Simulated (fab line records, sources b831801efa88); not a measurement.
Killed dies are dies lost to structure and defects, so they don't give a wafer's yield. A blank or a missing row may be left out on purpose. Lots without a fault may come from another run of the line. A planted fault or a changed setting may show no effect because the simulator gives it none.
Which tool did it? | flow sky130 | 24 lots, 72 wafers sampled, at 5 steps of a route of 708

WHAT THE GAUGES READ, wafer by wafer
SKY_METAL3_OVL_MEAS_14. Usual: METAL3_OVL 6 nm, standard deviation 4.7.
lot  | measured     | on         | METAL3_OVL (nm) | flag
L074 | day 38 07:23 | overlay-01 | 2 2 0           |
L075 | day 38 11:50 | overlay-01 | -5 -2 -3        |
L076 | day 38 23:50 | overlay-02 | 8 6 -1          |
L077 | day 39 08:03 | overlay-02 | 4 4 7           |
L078 | day 40 00:08 | overlay-02 | 5 4 10          |
L079 | day 40 14:29 | overlay-01 | 8 8 4           |
L080 | day 40 15:12 | overlay-01 | 19 17 16        |
L082 | day 41 00:17 | overlay-02 | 3 7 0           |
L081 | day 41 01:37 | overlay-01 | 11 10 6         |
L083 | day 41 10:24 | overlay-02 | 7 9 9           |
L084 | day 41 09:32 | overlay-02 | 4 1 4           |
L085 | day 41 17:11 | overlay-02 | 7 7 1           |
L086 | day 42 01:42 | overlay-01 | 4 9 4           |
L087 | day 43 00:59 | overlay-01 | 9 5 7           |
L088 | day 43 00:47 | overlay-01 | 12 8 9          |
L089 | day 43 08:11 | overlay-02 | 7 4 5           |
L090 | day 43 12:41 | overlay-01 | 6 8 9           |
L091 | day 43 13:41 | overlay-01 | 3 0 3           |
L092 | day 43 21:20 | overlay-01 | 15 9 11         |
L093 | day 43 22:44 | overlay-02 | -3 4 3          |
L094 | day 44 08:17 | overlay-02 | 4 2 5           |
L095 | day 44 10:08 | overlay-02 | 4 4 10          |
L096 | day 45 02:38 | overlay-02 | 12 8 12         |
L097 | day 45 06:56 | overlay-01 | 15 8 10         |

WHICH TOOL RAN EACH LOT (tool, then ch and the chambers of the sampled wafers, then the start)
lot  | SKY_DNWELL_STRIP_08                 | SKY_VT_ADJUST_LVTN_STRIP_09          | SKY_LDD_HVP_STRIP_09                 | SKY_CONTACT_ETCH_16
L074 | plasma_asher-01 ch 0,1, day 3 06:49 | plasma_asher-03 ch 0,1, day 6 22:29  | plasma_asher-02 ch 0,1, day 21 06:57 | rie_diel-04 ch 2,3, day 31 08:19
L075 | plasma_asher-01 ch 0,1, day 3 08:06 | plasma_asher-02 ch 0,1, day 7 01:05  | plasma_asher-04 ch 0,1, day 21 15:26 | rie_diel-03 ch 0,1,3, day 31 13:19
L076 | plasma_asher-03 ch 0,1, day 3 16:07 | plasma_asher-02 ch 0,1, day 7 08:54  | plasma_asher-01 ch 0,1, day 22 04:09 | rie_diel-04 ch 1,2,3, day 32 03:37
L077 | plasma_asher-03 ch 0,1, day 3 20:07 | plasma_asher-02 ch 0,1, day 7 13:51  | plasma_asher-01 ch 0,1, day 22 12:53 | rie_diel-02 ch 0,1,2, day 32 10:04
L078 | plasma_asher-02 ch 0,1, day 4 04:20 | plasma_asher-01 ch 0,1, day 8 00:11  | plasma_asher-01 ch 0,1, day 23 10:44 | rie_diel-04 ch 0,1,3, day 33 04:40
L079 | plasma_asher-03 ch 0,1, day 4 09:16 | plasma_asher-02 ch 0,1, day 8 07:59  | plasma_asher-01 ch 0,1, day 24 00:30 | rie_diel-04 ch 0,1,3, day 33 17:13
L080 | plasma_asher-02 ch 0,1, day 4 15:13 | plasma_asher-01 ch 0,1, day 8 13:21  | plasma_asher-02 ch 0,1, day 24 00:54 | rie_diel-03 ch 0,1,2, day 33 19:40
L082 | plasma_asher-01 ch 0,1, day 4 23:50 | plasma_asher-02 ch 0,1, day 9 00:08  | plasma_asher-01 ch 0,1, day 24 13:49 | rie_diel-02 ch 0,1,2, day 34 05:49
L081 | plasma_asher-03 ch 0,1, day 5 00:06 | plasma_asher-02 ch 0,1, day 9 01:05  | plasma_asher-02 ch 0,1, day 24 18:22 | rie_diel-03 ch 0,3, day 34 06:46
L083 | plasma_asher-01 ch 0,1, day 5 04:52 | plasma_asher-02 ch 0,1, day 9 07:03  | plasma_asher-04 ch 0, day 25 02:23   | rie_diel-02 ch 1,2,3, day 34 18:22
L084 | plasma_asher-01 ch 0,1, day 5 07:13 | plasma_asher-02 ch 0,1, day 9 09:30  | plasma_asher-01 ch 0,1, day 25 02:05 | rie_diel-02 ch 0,2, day 34 16:25
L085 | plasma_asher-03 ch 0,1, day 5 15:10 | plasma_asher-03 ch 0,1, day 9 18:45  | plasma_asher-02 ch 0,1, day 25 12:35 | rie_diel-04 ch 2,3, day 35 01:34
L086 | plasma_asher-02 ch 0,1, day 5 19:28 | plasma_asher-03 ch 0,1, day 10 01:27 | plasma_asher-01 ch 1, day 25 21:15   | rie_diel-03 ch 0,2,3, day 35 09:34
L087 | plasma_asher-03 ch 0,1, day 6 12:43 | plasma_asher-02 ch 0,1, day 10 22:27 | plasma_asher-02 ch 0,1, day 27 03:44 | rie_diel-02 ch 0,1,3, day 36 12:34
L088 | plasma_asher-01 ch 0,1, day 6 13:05 | plasma_asher-03 ch 0,1, day 10 22:56 | plasma_asher-04 ch 0,1, day 27 02:11 | rie_diel-04 ch 1,2,3, day 36 11:55
L089 | plasma_asher-02 ch 1, day 6 18:46   | plasma_asher-03 ch 0, day 11 06:12   | plasma_asher-01 ch 0,1, day 27 13:18 | rie_diel-02 ch 0,1,3, day 36 20:22
L090 | plasma_asher-02 ch 0,1, day 6 22:30 | plasma_asher-01 ch 0,1, day 11 09:11 | plasma_asher-01 ch 0,1, day 27 18:47 | rie_diel-03 ch 0,1,3, day 37 01:40
L091 | plasma_asher-02 ch 0,1, day 7 01:43 | plasma_asher-02 ch 0,1, day 11 15:35 | plasma_asher-02 ch 0,1, day 27 19:57 | rie_diel-03 ch 0,1,3, day 37 02:16
L092 | plasma_asher-01 ch 0,1, day 7 04:22 | plasma_asher-01 ch 0,1, day 11 19:20 | plasma_asher-04 ch 0,1, day 28 03:33 | rie_diel-03 ch 0,1,3, day 37 10:10
L093 | plasma_asher-01 ch 0,1, day 7 09:10 | plasma_asher-03 ch 0,1, day 11 23:57 | plasma_asher-01 ch 0,1, day 28 05:06 | rie_diel-03 ch 0,1,3, day 37 11:43
L094 | plasma_asher-03 ch 0,1, day 7 18:50 | plasma_asher-03 ch 0,1, day 12 09:50 | plasma_asher-02 ch 0,1, day 28 16:19 | rie_diel-02 ch 0,1,2, day 37 22:04
L095 | plasma_asher-03 ch 0,1, day 7 21:31 | plasma_asher-02 ch 0,1, day 12 15:23 | plasma_asher-04 ch 1, day 28 22:21   | rie_diel-03 ch 0,1,3, day 38 03:25
L096 | plasma_asher-01 ch 0,1, day 8 06:10 | plasma_asher-02 ch 0,1, day 13 02:03 | plasma_asher-02 ch 0,1, day 29 18:30 | rie_diel-02 ch 0,1, day 38 20:52
L097 | plasma_asher-03 ch 0,1, day 8 09:01 | plasma_asher-02 ch 0,1, day 13 05:54 | plasma_asher-02 ch 0,1, day 29 19:00 | rie_diel-03 ch 1,2,3, day 38 23:37
- SKY_DNWELL_STRIP_08: strips in O2/N2.
- SKY_VT_ADJUST_LVTN_STRIP_09: strips in O2/N2.
- SKY_LDD_HVP_STRIP_09: strips in O2/N2.
- SKY_CONTACT_ETCH_16: etches BARC in N2/H2, stops on SiO2, time 45.9 s, target depth 60 nm.

WHAT THE TOOLS THEMSELVES READ (means of the sampled wafers that have a number; where no wafer has one, the mark that the record gives instead)
SKY_DNWELL_STRIP_08. Usual: drypump_motor_current_A 5.5 A, standard deviation 0.59; n2_flow_sccm 299.8 sccm, standard deviation 0.78; oes_product_au 0.722 a.u., standard deviation 0.0047; strip_time_to_endpoint_s 36.94 s, standard deviation 0.1.
lot  | tool            | drypump_motor_current_A (A) | n2_flow_sccm (sccm) | oes_product_au (a.u.) | strip_time_to_endpoint_s (s) | flag
L074 | plasma_asher-01 | 5.2                         | 299.5               | 0.724                 | 36.95                        |
L075 | plasma_asher-01 | 5.7                         | 300.4               | 0.718                 | 37.00                        |
L076 | plasma_asher-03 | 5.3                         | 299.9               | 0.724                 | 37.02                        |
L077 | plasma_asher-03 | 5.3                         | 299.6               | 0.724                 | 36.98                        |
L078 | plasma_asher-02 | 5.7                         | 300.4               | 0.721                 | 36.85                        |
L079 | plasma_asher-03 | 5.3                         | 300.0               | 0.727                 | 36.87                        |
L080 | plasma_asher-02 | 5.7                         | 299.7               | 0.723                 | 36.90                        |
L082 | plasma_asher-01 | 5.2                         | 299.8               | 0.724                 | 36.82                        |
L081 | plasma_asher-03 | 5.3                         | 300.8               | 0.721                 | 36.94                        |
L083 | plasma_asher-01 | 5.8                         | 298.9               | 0.721                 | 36.85                        |
L084 | plasma_asher-01 | 5.8                         | 299.0               | 0.719                 | 36.92                        |
L085 | plasma_asher-03 | 5.6                         | 299.5               | 0.722                 | 36.94                        |
L086 | plasma_asher-02 | 5.7                         | 299.3               | 0.717                 | 37.02                        |
L087 | plasma_asher-03 | 5.6                         | 300.5               | 0.720                 | 36.87                        |
L088 | plasma_asher-01 | 5.7                         | 300.0               | 0.723                 | 36.79                        |
L089 | plasma_asher-02 | 5.6                         | 299.0               | 0.724                 | 37.04                        |
L090 | plasma_asher-02 | 5.7                         | 299.7               | 0.721                 | 37.07                        |
L091 | plasma_asher-02 | 5.7                         | 299.9               | 0.721                 | 36.85                        |
L092 | plasma_asher-01 | 5.8                         | 300.7               | 0.724                 | 36.83                        |
L093 | plasma_asher-01 | 5.8                         | 299.6               | 0.720                 | 37.10                        |
L094 | plasma_asher-03 | 5.3                         | 300.0               | 0.716                 | 37.05                        |
L095 | plasma_asher-03 | 5.3                         | 299.3               | 0.723                 | 37.06                        |
L096 | plasma_asher-01 | 5.8                         | 299.5               | 0.719                 | 36.91                        |
L097 | plasma_asher-03 | 5.3                         | 299.3               | 0.719                 | 36.90                        |

SKY_VT_ADJUST_LVTN_STRIP_09. Usual: drypump_motor_current_A 5.6 A, standard deviation 0.44; n2_flow_sccm 300.1 sccm, standard deviation 0.84; oes_product_au 0.722 a.u., standard deviation 0.0041; strip_time_to_endpoint_s 36.93 s, standard deviation 0.11.
lot  | tool            | drypump_motor_current_A (A) | n2_flow_sccm (sccm) | oes_product_au (a.u.) | strip_time_to_endpoint_s (s) | flag
L074 | plasma_asher-03 | 5.6                         | 300.8               | 0.720                 | 37.01                        |
L075 | plasma_asher-02 | 5.7                         | 299.6               | 0.723                 | 37.02                        |
L076 | plasma_asher-02 | 5.7                         | 300.2               | 0.723                 | 36.94                        |
L077 | plasma_asher-02 | 5.7                         | 299.5               | 0.722                 | 37.01                        |
L078 | plasma_asher-01 | 5.8                         | 300.4               | 0.720                 | 36.78                        |
L079 | plasma_asher-02 | 5.7                         | 300.4               | 0.719                 | 36.91                        |
L080 | plasma_asher-01 | 5.2                         | 300.8               | 0.724                 | 37.06                        |
L082 | plasma_asher-02 | 5.7                         | 300.5               | 0.725                 | 36.94                        |
L081 | plasma_asher-02 | 5.7                         | 300.1               | 0.723                 | 36.76                        |
L083 | plasma_asher-02 | 5.7                         | 300.8               | 0.722                 | 36.83                        |
L084 | plasma_asher-02 | 5.7                         | 299.4               | 0.718                 | 36.89                        |
L085 | plasma_asher-03 | 5.6                         | 299.6               | 0.724                 | 36.78                        |
L086 | plasma_asher-03 | 5.6                         | 300.8               | 0.723                 | 36.88                        |
L087 | plasma_asher-02 | 5.7                         | 298.8               | 0.722                 | 37.04                        |
L088 | plasma_asher-03 | 5.6                         | 300.8               | 0.720                 | 36.93                        |
L089 | plasma_asher-03 | 4.9                         | 300.2               | 0.723                 | 36.85                        |
L090 | plasma_asher-01 | 5.8                         | 299.7               | 0.722                 | 36.91                        |
L091 | plasma_asher-02 | 5.7                         | 300.8               | 0.720                 | 36.83                        |
L092 | plasma_asher-01 | 5.8                         | 300.3               | 0.725                 | 37.00                        |
L093 | plasma_asher-03 | 5.3                         | 300.5               | 0.723                 | 36.77                        |
L094 | plasma_asher-03 | 5.6                         | 300.3               | 0.722                 | 36.85                        |
L095 | plasma_asher-02 | 5.7                         | 300.6               | 0.721                 | 36.94                        |
L096 | plasma_asher-02 | 5.7                         | 300.5               | 0.723                 | 37.09                        |
L097 | plasma_asher-02 | 5.7                         | 299.9               | 0.722                 | 37.10                        |

SKY_LDD_HVP_STRIP_09. Usual: drypump_motor_current_A 5.8 A, standard deviation 0.66; n2_flow_sccm 299.9 sccm, standard deviation 0.82; oes_product_au 0.408 a.u., standard deviation 0.0046; strip_time_to_endpoint_s 4.131 s, standard deviation 0.016.
lot  | tool            | drypump_motor_current_A (A) | n2_flow_sccm (sccm) | oes_product_au (a.u.) | strip_time_to_endpoint_s (s) | flag
L074 | plasma_asher-02 | 5.7                         | 299.3               | 0.408                 | 4.127                        |
L075 | plasma_asher-04 | 6.6                         | 299.2               | 0.405                 | 4.122                        |
L076 | plasma_asher-01 | 5.2                         | 299.7               | 0.411                 | 4.141                        |
L077 | plasma_asher-01 | 5.2                         | 299.8               | 0.409                 | 4.124                        |
L078 | plasma_asher-01 | 5.8                         | 300.2               | 0.407                 | 4.132                        |
L079 | plasma_asher-01 | 5.7                         | 300.1               | 0.407                 | 4.123                        |
L080 | plasma_asher-02 | 5.7                         | 299.8               | 0.410                 | 4.130                        |
L082 | plasma_asher-01 | 5.2                         | 300.1               | 0.406                 | 4.115                        |
L081 | plasma_asher-02 | 5.7                         | 300.2               | 0.411                 | 4.136                        |
L083 | plasma_asher-04 | 6.6                         | 299.2               | 0.408                 | 4.151                        |
L084 | plasma_asher-01 | 5.2                         | 300.0               | 0.407                 | 4.156                        |
L085 | plasma_asher-02 | 5.7                         | 299.3               | 0.414                 | 4.122                        |
L086 | plasma_asher-01 | 6.3                         | 299.3               | 0.408                 | 4.142                        |
L087 | plasma_asher-02 | 5.7                         | 300.4               | 0.408                 | 4.129                        |
L088 | plasma_asher-04 | 6.7                         | 299.6               | 0.408                 | 4.128                        |
L089 | plasma_asher-01 | 5.8                         | 299.7               | 0.409                 | 4.095                        |
L090 | plasma_asher-01 | 5.8                         | 300.3               | 0.412                 | 4.127                        |
L091 | plasma_asher-02 | 5.7                         | 300.9               | 0.409                 | 4.143                        |
L092 | plasma_asher-04 | 6.6                         | 299.9               | 0.406                 | 4.122                        |
L093 | plasma_asher-01 | 5.2                         | 300.2               | 0.407                 | 4.117                        |
L094 | plasma_asher-02 | 5.7                         | 300.2               | 0.408                 | 4.133                        |
L095 | plasma_asher-04 | 6.7                         | 300.0               | 0.412                 | 4.166                        |
L096 | plasma_asher-02 | 5.7                         | 300.2               | 0.406                 | 4.120                        |
L097 | plasma_asher-02 | 5.7                         | 299.4               | 0.405                 | 4.145                        |

SKY_CONTACT_ETCH_16. Usual: drypump_motor_current_A 5.9 A, standard deviation 0.44; n2_flow_sccm 100.0 sccm, standard deviation 0.3; oes_product_au 0.855 a.u., standard deviation 0.0045; throttle_valve_pct 13.224 %, standard deviation 0.0097.
lot  | tool        | drypump_motor_current_A (A) | n2_flow_sccm (sccm) | oes_product_au (a.u.) | throttle_valve_pct (%) | flag
L074 | rie_diel-04 | 6.1                         | 99.8                | 0.859                 | 13.238                 |
L075 | rie_diel-03 | 5.8                         | 99.6                | 0.854                 | 13.221                 |
L076 | rie_diel-04 | 6.1                         | 100.1               | 0.856                 | 13.220                 |
L077 | rie_diel-02 | 5.9                         | 99.8                | 0.859                 | 13.227                 |
L078 | rie_diel-04 | 5.7                         | 100.1               | 0.854                 | 13.226                 |
L079 | rie_diel-04 | 5.7                         | 100.4               | 0.852                 | 13.225                 |
L080 | rie_diel-03 | 5.7                         | 99.9                | 0.857                 | 13.229                 |
L082 | rie_diel-02 | 5.9                         | 99.9                | 0.849                 | 13.218                 |
L081 | rie_diel-03 | 5.6                         | 100.0               | 0.855                 | 13.224                 |
L083 | rie_diel-02 | 5.8                         | 100.0               | 0.851                 | 13.226                 |
L084 | rie_diel-02 | 6.2                         | 99.8                | 0.855                 | 13.216                 |
L085 | rie_diel-04 | 6.4                         | 99.9                | 0.854                 | 13.232                 |
L086 | rie_diel-03 | 5.8                         | 99.8                | 0.857                 | 13.222                 |
L087 | rie_diel-02 | 5.6                         | 100.2               | 0.848                 | 13.226                 |
L088 | rie_diel-04 | 6.0                         | 100.2               | 0.857                 | 13.224                 |
L089 | rie_diel-02 | 5.7                         | 100.0               | 0.855                 | 13.223                 |
L090 | rie_diel-03 | 5.8                         | 100.0               | 0.857                 | 13.214                 |
L091 | rie_diel-03 | 5.8                         | 100.1               | 0.853                 | 13.220                 |
L092 | rie_diel-03 | 5.8                         | 100.2               | 0.858                 | 13.229                 |
L093 | rie_diel-03 | 5.8                         | 100.2               | 0.857                 | 13.224                 |
L094 | rie_diel-02 | 5.9                         | 100.1               | 0.858                 | 13.222                 |
L095 | rie_diel-03 | 5.8                         | 100.3               | 0.857                 | 13.226                 |
L096 | rie_diel-02 | 5.5                         | 100.2               | 0.858                 | 13.219                 |
L097 | rie_diel-03 | 6.0                         | 100.1               | 0.855                 | 13.215                 |

THE ANSWER, worked out from the rows above alone
Rule: a lot is off if the mean of its wafers that have a number lies more than 3 standard deviations from the usual mean. A lot without any number at a reading at which 4 lots or more have one is off too. The other lots that the step has rows for count as sound. The gauges are gone through in route order, then the tools' own readings, and for those a lot's mean is taken as printed above. The first step at which some lot is off is used, and at that step the reading that is off furthest; a lot without a number counts as furthest.
No lot is off at any reading shown: from this, nothing can be told.

WHAT THE SIMULATOR HAD PUT IN
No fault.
